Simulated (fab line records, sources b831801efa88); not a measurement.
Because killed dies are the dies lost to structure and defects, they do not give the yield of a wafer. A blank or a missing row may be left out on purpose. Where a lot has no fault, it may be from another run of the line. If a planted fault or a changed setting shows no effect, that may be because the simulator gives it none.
One fault through the eyes of 2 desks -- flow gf180mcu -- every desk sees just its own numbers, and what lay behind them comes last

== THE METROLOGY DESK ==
Means of the sampled wafers that have a number, per lot and without regard to the tool the lot ran on: this is what the gauges read. A lot is out of limits, marked OUT, if its mean lies more than 4 standard deviations from the usual mean; the brackets give that distance.
Columns: A = V1_CVD_00_THK at GF_V1_THK_MEAS_01, usual 600 nm
lot,first seen here,A
L573,day 16 18:55,600
L574,day 17 08:38,604
L576,day 17 21:48,593
L578,day 18 20:38,606
L581,day 19 21:20,592
L583,day 20 17:56,591
L585,day 21 11:55,631 (+4.5) OUT
L589,day 23 13:14,601
L593,day 24 13:38,607
L594,day 24 18:02,597
L595,day 25 00:37,597
L596,day 25 10:59,594
Finding of this desk: L585 out of limits, first seen on L585 at day 21 11:55 (V1_CVD_00_THK at GF_V1_THK_MEAS_01). L573, L574, L576, L578, L581, L583, L589, L593, L594, L595, L596: within limits.

== THE TOOL OWNER'S DESK: hdpcvd-02 ==
The tool's own readings at GF_V1_CVD_00 (deposits SiO2, target thk 600 nm, time 100 s): means of the sampled wafers that have a number, for each lot that ran on this tool. A lot is out of limits, marked OUT, if its mean lies more than 4 standard deviations from the usual mean; the brackets give that distance.
Columns: A = sih4 flow sccm at GF_V1_CVD_00, usual 60.01 sccm
lot,first seen here,A
L573,day 16 18:50,59.91
L576,day 17 21:44,60.27
L583,day 20 17:52,60.19
L585,day 21 11:49,63.93 (+23) OUT
L593,day 24 13:34,60.14
L595,day 25 00:34,60.05
L596,day 25 10:55,59.98
Finding of this desk: L585 out of limits; the first was L585 at day 21 11:49, on sih4 flow sccm at GF_V1_CVD_00. L573, L576, L583, L593, L595, L596: within limits.

== ALL TOGETHER ==
The tool owner's desk had the chance to raise an alarm at day 21 11:49 on L585.
An alarm was possible from the metrology desk at day 21 11:55, on L585.
GF_V1_CVD_00 was run on hdpcvd-02 by each of the lots named.

== WHAT WAS PUT IN BY THE SIMULATOR ==
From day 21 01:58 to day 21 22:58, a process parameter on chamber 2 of hdpcvd-02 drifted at GF_V1_CVD_00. The setting sih4 flow sccm was moved by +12, starting from 60. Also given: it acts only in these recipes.
Struck lots among those shown: L585.
Hours from the fault's start to each desk's first reading out of limits: the tool owner's desk, 10; the metrology desk, 10.
